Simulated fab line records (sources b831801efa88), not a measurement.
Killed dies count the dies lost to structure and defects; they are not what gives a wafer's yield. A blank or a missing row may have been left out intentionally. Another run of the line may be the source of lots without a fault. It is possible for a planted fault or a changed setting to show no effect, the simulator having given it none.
2 desks, one fault	flow sfq-line	what lay behind the numbers comes last; until then each desk has only its own

FOR THE TOOL OWNER'S DESK: rie-diel-02
The tool's own readings at SFQ_TRILAYER_I0_VIA_BARC_OPEN_VIA_ETCH_046 (etches BARC in O2, target depth 125 nm, time 41.7 s): means of the sampled wafers that have a number, for each lot that ran on this tool. If a lot's mean is further than 4 standard deviations from the usual mean, the lot is out of limits and carries the mark OUT (the distance appears in the brackets).
Columns: A = drypump-motor-current-A at SFQ_TRILAYER_I0_VIA_BARC_OPEN_VIA_ETCH_046, usual 5.7 A; B = oes-product-au at SFQ_TRILAYER_I0_VIA_BARC_OPEN_VIA_ETCH_046, usual 0.685 a.u.; C = run-length-s at SFQ_TRILAYER_I0_VIA_BARC_OPEN_VIA_ETCH_046, usual 70.0 s
lot	first seen here	A	B	C
L897	day 14 19:59	5.9	0.670	72.4 (+5.3) OUT
L898	day 15 04:23	5.4	0.665 (-4.8) OUT	72.9 (+6.4) OUT
L905	day 18 15:34	5.6	0.683	70.1
L906	day 18 22:37	5.1	0.688	69.9
This desk's verdict: out of limits on L897, L898, starting with L897 at day 14 19:59 (run-length-s at SFQ_TRILAYER_I0_VIA_BARC_OPEN_VIA_ETCH_046). Within limits: L905, L906.

FROM THE METROLOGY DESK
What the gauges read for every lot (on any tool): the sampled wafers with a number, averaged. If a lot's mean is further than 4 standard deviations from the usual mean, the lot is out of limits and carries the mark OUT (the distance appears in the brackets).
Columns: A = I0_BOW at SFQ_I0_BOW_MEAS_907, usual 1 um; B = I0_OVL at SFQ_I0_OVL_MEAS_908, usual 3 nm
lot	first seen here	A	B
L897	day 10 10:32	-1	6
L898	day 10 19:34	7	7
L900	day 11 10:51	-2	3
L903	day 12 12:51	10	-1
L905	day 12 22:52	-2	1
L906	day 13 04:52	3	1
This desk found nothing out of limits on any of the 6 lots.

ALL TOGETHER
The tool owner's desk could have raised an alarm at day 14 19:59, on L897, L898.
The metrology desk saw nothing out of limits.
The metrology desk has L897, L898 on record, within its limits.
Of the lots named, all ran SFQ_TRILAYER_I0_VIA_BARC_OPEN_VIA_ETCH_046 on rie-diel-02.

WHAT WAS PUT IN BY THE SIMULATOR
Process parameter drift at SFQ_TRILAYER_I0_VIA_BARC_OPEN_VIA_ETCH_046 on rie-diel-02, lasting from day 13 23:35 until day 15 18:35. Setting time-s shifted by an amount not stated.
Struck lots among those shown: L897, L898.
Each desk's first reading out of limits, in hours after the fault started: the tool owner's desk, 20.
